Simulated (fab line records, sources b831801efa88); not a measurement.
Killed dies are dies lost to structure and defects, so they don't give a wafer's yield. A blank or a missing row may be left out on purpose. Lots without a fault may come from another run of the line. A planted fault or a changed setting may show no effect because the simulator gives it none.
Which tool did it? | flow sky130 | 10 lots, 30 wafers sampled, at 6 steps of a route of 708

WHAT THE GAUGES READ, wafer by wafer
SKY_CONTACT_OVL_MEAS_15. Usual: CONTACT_OVL 3 nm, standard deviation 6.2.
lot  | measured     | on         | CONTACT_OVL (nm) | flag
L731 | day 32 19:16 | overlay-02 | 1 -6 -1          |
L733 | day 32 21:49 | overlay-02 | 12 3 3           |
L737 | day 33 23:35 | overlay-01 | 1 -1 -2          |
L738 | day 34 00:29 | overlay-02 | 7 6 13           |
L742 | day 34 21:04 | overlay-02 | 4 3 13           |
L741 | day 34 22:20 | overlay-02 | 4 4 10           |
L743 | day 35 11:49 | overlay-02 | -1 1 2           |
L744 | day 35 12:07 | overlay-01 | 3 12 -2          |
L747 | day 36 20:16 | overlay-01 | -3 -4 -4         |
L752 | day 38 04:49 | overlay-02 | 2 1 -15          |

SKY_METAL1_RS_MEAS_05: measures by four-point-probe. Usual: METAL1_ALCU_RS 0.1275 ohm/sq, standard deviation 0.0014.
lot  | measured     | on            | METAL1_ALCU_RS (ohm/sq) | flag
L731 | day 32 20:51 | film_metro-02 | 0.1264 0.1289 0.1266    |
L733 | day 32 23:24 | film_metro-02 | 0.1271 0.1265 0.1267    |
L737 | day 34 01:08 | film_metro-03 | 0.1283 0.1283 0.1277    |
L738 | day 34 02:04 | film_metro-03 | 0.1276 0.1272 0.1286    |
L742 | day 34 22:41 | film_metro-02 | 0.1237 0.1235 0.1237    |
L741 | day 34 23:56 | film_metro-03 | 0.1256 0.1258 0.1260    |
L743 | day 35 13:22 | film_metro-03 | 0.1286 0.1287 0.1282    |
L744 | day 35 13:40 | film_metro-04 | 0.1260 0.1265 0.1264    |
L747 | day 36 21:49 | film_metro-04 | 0.1366 0.1368 0.1370    | OFF
L752 | day 38 06:25 | film_metro-02 | 0.1271 0.1284 0.1275    |

SKY_METAL1_THK_MEAS_06: measures by xrf. Usual: METAL1_ALCU_THK 245.8 nm, standard deviation 2.9.
lot  | measured     | on            | METAL1_ALCU_THK (nm) | flag
L731 | day 32 20:58 | film_metro-02 | 247.8 241.9 246.6    |
L733 | day 32 23:31 | film_metro-02 | 244.9 245.1 248.9    |
L737 | day 34 01:15 | film_metro-03 | 246.3 245.7 246.2    |
L738 | day 34 02:10 | film_metro-03 | 246.4 245.4 242.4    |
L742 | day 34 22:47 | film_metro-02 | 252.8 252.4 254.1    |
L741 | day 35 00:02 | film_metro-03 | 252.4 250.4 252.3    |
L743 | day 35 13:29 | film_metro-03 | 247.1 246.2 246.6    |
L744 | day 35 13:47 | film_metro-04 | 248.1 248.5 249.3    |
L747 | day 36 21:56 | film_metro-04 | 231.1 231.7 230.6    | OFF
L752 | day 38 06:32 | film_metro-02 | 246.1 241.7 243.8    |

WHICH TOOL RAN EACH LOT (tool, then ch and the chambers of the sampled wafers, then the start)
lot  | SKY_CONTACT_STRIP_19                 | SKY_METAL1_SPUTTER_02        | SKY_METAL1_SPUTTER_04
L731 | plasma_asher-03 ch 1, day 32 19:26   | pvd_sputter-02, day 32 20:44 | pvd_sputter-02, day 32 20:47
L733 | plasma_asher-02 ch 0,1, day 32 21:59 | pvd_sputter-02, day 32 23:17 | pvd_sputter-02, day 32 23:20
L737 | plasma_asher-04 ch 0,1, day 33 23:45 | pvd_sputter-02, day 34 01:02 | pvd_sputter-02, day 34 01:05
L738 | plasma_asher-03 ch 0,1, day 34 00:39 | pvd_sputter-03, day 34 01:56 | pvd_sputter-03, day 34 01:59
L742 | plasma_asher-03 ch 0, day 34 21:14   | pvd_sputter-03, day 34 22:34 | pvd_sputter-03, day 34 22:37
L741 | plasma_asher-04 ch 0,1, day 34 22:29 | pvd_sputter-04, day 34 23:49 | pvd_sputter-04, day 34 23:52
L743 | plasma_asher-03 ch 0,1, day 35 11:59 | pvd_sputter-03, day 35 13:16 | pvd_sputter-03, day 35 13:19
L744 | plasma_asher-04 ch 0,1, day 35 12:17 | pvd_sputter-02, day 35 13:35 | pvd_sputter-02, day 35 13:37
L747 | plasma_asher-02 ch 0,1, day 36 20:26 | pvd_sputter-02, day 36 21:44 | pvd_sputter-02, day 36 21:46
L752 | plasma_asher-02 ch 0,1, day 38 04:59 | pvd_sputter-03, day 38 06:19 | pvd_sputter-03, day 38 06:22
- SKY_CONTACT_STRIP_19: strips in O2/N2.
- SKY_METAL1_SPUTTER_02: material AlCu, target thk 250 nm, time 13.3 s.
- SKY_METAL1_SPUTTER_04: material TiN, target thk 70 nm, time 58.3 s.

WHAT THE TOOLS THEMSELVES READ (means of the sampled wafers that have a number; where no wafer has one, the mark that the record gives instead)
SKY_CONTACT_STRIP_19. Usual: chamber_pressure_mTorr 1500.1 mTorr, standard deviation 1.5; drypump_motor_current_A 6.0 A, standard deviation 0.52; n2_flow_sccm 299.9 sccm, standard deviation 0.93; oes_product_au 0.380 a.u., standard deviation 0.0049; strip_time_to_endpoint_s 3.609 s, standard deviation 0.024.
lot  | tool            | chamber_pressure_mTorr (mTorr) | drypump_motor_current_A (A) | n2_flow_sccm (sccm) | oes_product_au (a.u.) | strip_time_to_endpoint_s (s) | flag
L731 | plasma_asher-03 | 1500.7                         | 5.3                         | 299.3               | 0.376                 | 3.578                        |
L733 | plasma_asher-02 | 1500.4                         | 6.3                         | 300.1               | 0.380                 | 3.614                        |
L737 | plasma_asher-04 | 1497.8                         | 6.0                         | 300.1               | 0.381                 | 3.624                        |
L738 | plasma_asher-03 | 1499.3                         | 5.5                         | 300.7               | 0.379                 | 3.617                        |
L742 | plasma_asher-03 | 1500.8                         | 5.8                         | 299.4               | 0.378                 | 3.596                        |
L741 | plasma_asher-04 | 1498.8                         | 6.3                         | 300.4               | 0.384                 | 3.595                        |
L743 | plasma_asher-03 | 1500.3                         | 5.5                         | 299.6               | 0.384                 | 3.645                        |
L744 | plasma_asher-04 | 1500.2                         | 6.2                         | 300.3               | 0.381                 | 3.588                        |
L747 | plasma_asher-02 | 1501.1                         | 6.4                         | 299.5               | 0.381                 | 3.600                        |
L752 | plasma_asher-02 | 1500.9                         | 6.3                         | 299.1               | 0.383                 | 3.611                        |

SKY_METAL1_SPUTTER_02. Usual: chamber_pressure_pa 0.4000 Pa, standard deviation 0.00092; throttle_valve_pct 30.0 %, standard deviation 0.95.
lot  | tool           | chamber_pressure_pa (Pa) | throttle_valve_pct (%) | flag
L731 | pvd_sputter-02 | 0.3998                   | 29.8                   |
L733 | pvd_sputter-02 | 0.4003                   | 29.9                   |
L737 | pvd_sputter-02 | 0.3997                   | 30.0                   |
L738 | pvd_sputter-03 | 0.3995                   | 29.8                   |
L742 | pvd_sputter-03 | 0.4002                   | 29.7                   |
L741 | pvd_sputter-04 | 0.3999                   | 28.3                   |
L743 | pvd_sputter-03 | 0.4003                   | 30.8                   |
L744 | pvd_sputter-02 | 0.4004                   | 30.4                   |
L747 | pvd_sputter-02 | 0.4668                   | 27.8                   | OFF
L752 | pvd_sputter-03 | 0.3995                   | 30.2                   |

SKY_METAL1_SPUTTER_04. Usual: chamber_pressure_pa 0.4001 Pa, standard deviation 0.00072; throttle_valve_pct 30.1 %, standard deviation 0.94.
lot  | tool           | chamber_pressure_pa (Pa) | throttle_valve_pct (%) | flag
L731 | pvd_sputter-02 | 0.4004                   | 29.8                   |
L733 | pvd_sputter-02 | 0.3993                   | 30.1                   |
L737 | pvd_sputter-02 | 0.4001                   | 30.0                   |
L738 | pvd_sputter-03 | 0.4005                   | 29.7                   |
L742 | pvd_sputter-03 | 0.4003                   | 29.5                   |
L741 | pvd_sputter-04 | 0.4001                   | 28.4                   |
L743 | pvd_sputter-03 | 0.4003                   | 30.5                   |
L744 | pvd_sputter-02 | 0.4002                   | 30.5                   |
L747 | pvd_sputter-02 | 0.3997                   | 30.0                   |
L752 | pvd_sputter-03 | 0.4003                   | 30.3                   |

THE ANSWER, worked out from the rows above alone
Rule: a lot is off if the mean of its wafers that have a number lies more than 3 standard deviations from the usual mean. A lot without any number at a reading at which 4 lots or more have one is off too. The other lots that the step has rows for count as sound. The gauges are gone through in route order, then the tools' own readings, and for those a lot's mean is taken as printed above. The first step at which some lot is off is used, and at that step the reading that is off furthest; a lot without a number counts as furthest.
Off: L747, at SKY_METAL1_RS_MEAS_05 (METAL1_ALCU_RS).
A tool fits if, at a process step before that reading, it ran every lot that is off, and no sound lot after the first of them. The gauges at SKY_METAL1_RS_MEAS_05 aren't tried: what is off there is off at SKY_METAL1_SPUTTER_02 too, on other tools, and a gauge's error can't cause that. One fits: pvd_sputter-02 at SKY_METAL1_SPUTTER_02 and SKY_METAL1_SPUTTER_04. At SKY_METAL1_SPUTTER_02 its last sound lot is L744 (day 35 13:35), its first lot that is off L747 (day 36 21:44): a fault that began between those two fits.
The tool's own readings at SKY_METAL1_SPUTTER_02 bear it out: on the lots that are off they differ by more than 5 times the standard deviation of the sound lots' means. chamber_pressure_pa reads 0.4668 Pa there against 0.4000 Pa on the sound lots.

WHAT THE SIMULATOR HAD PUT IN
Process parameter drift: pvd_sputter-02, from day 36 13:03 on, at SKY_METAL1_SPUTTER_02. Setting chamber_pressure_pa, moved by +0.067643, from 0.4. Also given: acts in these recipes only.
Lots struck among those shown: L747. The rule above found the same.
